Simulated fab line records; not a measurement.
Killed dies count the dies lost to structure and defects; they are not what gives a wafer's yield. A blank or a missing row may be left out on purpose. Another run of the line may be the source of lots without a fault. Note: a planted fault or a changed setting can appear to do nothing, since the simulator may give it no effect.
One fault seen from 2 desks + flow sky130 + numbers are kept per desk, each desk with only its own; the story behind them comes last

DESK OF THE TOOL OWNER: implanter-02
The tool's own readings at SKY_SD_P_IMPLANT_09: means of the sampled wafers that have a number, for each lot that ran on this tool. Marked OUT: a lot whose mean sits more than 4 standard deviations from the usual mean, which makes it out of limits; the brackets give that distance.
Columns: A = beam energy keV at SKY_SD_P_IMPLANT_09, usual 20.001
| lot  | first seen here | A                        |
|------|-----------------|--------------------------|
| L153 | day 26 21:36    | 20.005                   |
| L157 | day 27 17:18    | 17.817 (-99 or more) OUT |
| L159 | day 28 16:35    | 17.816 (-99 or more) OUT |
| L173 | day 32 20:40    | 20.002                   |
| L174 | day 33 01:09    | 20.001                   |
This desk finds L157, L159 out of limits, L157 being first, at day 27 17:18 (beam energy keV at SKY_SD_P_IMPLANT_09). Within limits: L153, L173, L174.

AT THE METROLOGY DESK
Lot by lot, what the gauges showed, no matter which tool ran the lot: averages of those sampled wafers that carry a number. Marked OUT: a lot whose mean sits more than 4 standard deviations from the usual mean, which makes it out of limits; the brackets give that distance.
Columns: A = POLY_CUT_OVL at SKY_POLY_CUT_OVL_MEAS_09, usual 0 nm; B = SD_P_TW at SKY_SD_P_TW_MEAS_11, usual 2791; C = SD_P_RS at SKY_SD_N_RS_MEAS_17, usual 147.39 ohm/sq; D = LI_CONTACT_W_THK at SKY_LI_CONTACT_THK_MEAS_23, usual 405 nm
| lot  | first seen here | A  | B    | C                | D   |
|------|-----------------|----|------|------------------|-----|
| L153 | day 25 16:35    | -5 | 2810 | 147.32           | 402 |
| L157 | day 26 13:53    | 4  | 2714 | 155.42 (+28) OUT | 409 |
| L159 | day 27 11:47    | -4 | 2687 | 154.92 (+26) OUT | 410 |
| L166 | day 29 16:11    | -4 | 2754 | 147.20           | 409 |
| L167 | day 29 16:38    | 3  | 2814 | 147.18           | 404 |
| L169 | day 30 02:26    | -2 | 2773 | 147.53           | 411 |
| L168 | day 30 05:14    | 2  | 2821 | 147.29           | 406 |
| L170 | day 30 10:14    | -1 | 2775 | 147.32           | 403 |
| L172 | day 31 16:14    | 2  | 2835 | 147.28           | 406 |
| L173 | day 31 17:11    | 4  | 2817 | 147.25           | 408 |
| L174 | day 31 21:42    | -1 | 2796 | 147.59           | 402 |
This desk's result: L157, L159 out of limits, first on L157 (SD_P_RS at SKY_SD_N_RS_MEAS_17), day 30 02:46. Within limits: L153, L166, L167, L169, L168, L170, L172, L173, L174.

BROUGHT TOGETHER
At day 27 17:18, on L157, L159, the tool owner's desk was in a position to raise an alarm.
The metrology desk could have raised an alarm at day 30 02:46, on L157, L159.
On implanter-02, each named lot ran SKY_SD_P_IMPLANT_09.

WHAT THE SIMULATOR HAD INSERTED
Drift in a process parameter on implanter-02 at SKY_SD_P_IMPLANT_09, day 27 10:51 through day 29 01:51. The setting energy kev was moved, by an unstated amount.
Struck lots among those shown: L157, L159.
Fault start to first reading out of limits, in hours, per desk: tool owner, 6; metrology, 64.
